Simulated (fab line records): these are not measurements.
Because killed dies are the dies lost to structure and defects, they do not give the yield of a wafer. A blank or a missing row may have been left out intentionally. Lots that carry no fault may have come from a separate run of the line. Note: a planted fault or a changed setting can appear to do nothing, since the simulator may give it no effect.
Which tool was responsible? + flow sfq_line + 45 wafers from 15 lots sampled at 2 of the route's 325 steps

WHAT EACH GAUGE READ, for each wafer
SFQ_M0_RS_MEAS_904: the measuring method here is four-point-probe.
| lot  | measured     | on            | M0_NB_RS (ohm/sq) |
|------|--------------|---------------|-------------------|
| L942 | day 5 21:29  | film_metro-02 | 0.876 0.870 0.863 |
| L943 | day 6 06:19  | film_metro-03 | 0.890 0.897 0.901 |
| L944 | day 6 07:31  | film_metro-02 | 0.896 0.876 0.893 |
| L945 | day 6 11:08  | film_metro-03 | 0.878 0.876 0.883 |
| L946 | day 6 19:29  | film_metro-02 | 0.875 0.872 0.877 |
| L947 | day 7 00:23  | film_metro-03 | 0.905 0.888 0.886 |
| L949 | day 7 11:50  | film_metro-02 | 0.877 0.873 0.889 |
| L951 | day 8 01:51  | film_metro-03 | 0.889 0.883 0.892 |
| L952 | day 8 05:11  | film_metro-01 | 0.873 0.879 0.901 |
| L953 | day 8 11:18  | film_metro-01 | 0.877 0.877 0.879 |
| L954 | day 8 18:19  | film_metro-02 | 0.891 0.874 0.872 |
| L955 | day 8 20:41  | film_metro-03 | 0.864 0.883 0.871 |
| L958 | day 9 19:29  | film_metro-02 | 0.886 0.619 0.621 |
| L961 | day 10 12:06 | film_metro-03 | 0.900 0.619 0.615 |
| L964 | day 11 01:20 | film_metro-01 | 0.617 0.614 0.882 |

WHICH TOOL RAN EACH LOT (tool, then ch and the chambers of the sampled wafers, then the start)
| lot  | SFQ_TRILAYER_M0_DEP_SPUTTER_019 |
|------|---------------------------------|
| L942 | pvd_sputter-05, day 5 21:23     |
| L943 | pvd_sputter-06, day 6 06:12     |
| L944 | pvd_sputter-05, day 6 07:25     |
| L945 | pvd_sputter-05, day 6 11:00     |
| L946 | pvd_sputter-05, day 6 19:24     |
| L947 | pvd_sputter-06, day 7 00:18     |
| L949 | pvd_sputter-04, day 7 11:43     |
| L951 | pvd_sputter-05, day 8 01:43     |
| L952 | pvd_sputter-04, day 8 05:06     |
| L953 | pvd_sputter-04, day 8 11:11     |
| L954 | pvd_sputter-05, day 8 18:12     |
| L955 | pvd_sputter-05, day 8 20:36     |
| L958 | pvd_sputter-05, day 9 19:24     |
| L961 | pvd_sputter-05, day 10 12:00    |
| L964 | pvd_sputter-05, day 11 01:12    |
- SFQ_TRILAYER_M0_DEP_SPUTTER_019: material Nb, target thk 200 nm, time 133.3 s.

AS READ BY THE TOOLS THEMSELVES (means over the sampled wafers that have a number; for cases with no such wafer, the mark the record gives instead)
SFQ_TRILAYER_M0_DEP_SPUTTER_019.
| lot  | tool           | throttle_valve_pct (%) |
|------|----------------|------------------------|
| L942 | pvd_sputter-05 | 29.8                   |
| L943 | pvd_sputter-06 | 29.4                   |
| L944 | pvd_sputter-05 | 29.7                   |
| L945 | pvd_sputter-05 | 29.5                   |
| L946 | pvd_sputter-05 | 29.8                   |
| L947 | pvd_sputter-06 | 29.6                   |
| L949 | pvd_sputter-04 | 29.4                   |
| L951 | pvd_sputter-05 | 30.2                   |
| L952 | pvd_sputter-04 | 29.6                   |
| L953 | pvd_sputter-04 | 30.3                   |
| L954 | pvd_sputter-05 | 29.7                   |
| L955 | pvd_sputter-05 | 29.9                   |
| L958 | pvd_sputter-05 | 29.8                   |
| L961 | pvd_sputter-05 | 29.8                   |
| L964 | pvd_sputter-05 | 29.8                   |

THE ANSWER, worked out from the rows above alone
Rule: the lots themselves supply what counts as usual. Put in order of their means at a reading, lots are off if they are a third of the lots or fewer, leave a main group of 4 or more, and stand apart from it by a gap of 3 or more times the standard deviation of the main group's means; of several such gaps the widest counts. A main group is skipped when, at the precision printed for the reading in the tables above, its means are all equal. Also off: a lot with no number at a reading for which 4 or more lots have one. Any other lot the step has rows for is counted as sound. The gauges are gone through in route order, then the tools' own readings, and for those a lot's mean is taken as printed above. The first step at which some lot is off is used, and at that step the reading that is off furthest; a lot without a number counts as furthest.
Off: L958, L961, L964, at SFQ_M0_RS_MEAS_904 (M0_NB_RS). The main group: mean 0.882 ohm/sq, standard deviation 0.0078.
If a tool, at a process step before that reading, ran all the lots that are off and no sound lot after the first of them, it fits. The gauges at SFQ_M0_RS_MEAS_904 are tried like those tools. One fits: SFQ_TRILAYER_M0_DEP_SPUTTER_019 on pvd_sputter-05. Its last sound lot is L955 (day 8 20:36), its first lot that is off L958 (day 9 19:24): a fault that began between those two fits.

WHAT THE SIMULATOR PUT IN
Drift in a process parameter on pvd_sputter-05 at SFQ_TRILAYER_M0_DEP_SPUTTER_019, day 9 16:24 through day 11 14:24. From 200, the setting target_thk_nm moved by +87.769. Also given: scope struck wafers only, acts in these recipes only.
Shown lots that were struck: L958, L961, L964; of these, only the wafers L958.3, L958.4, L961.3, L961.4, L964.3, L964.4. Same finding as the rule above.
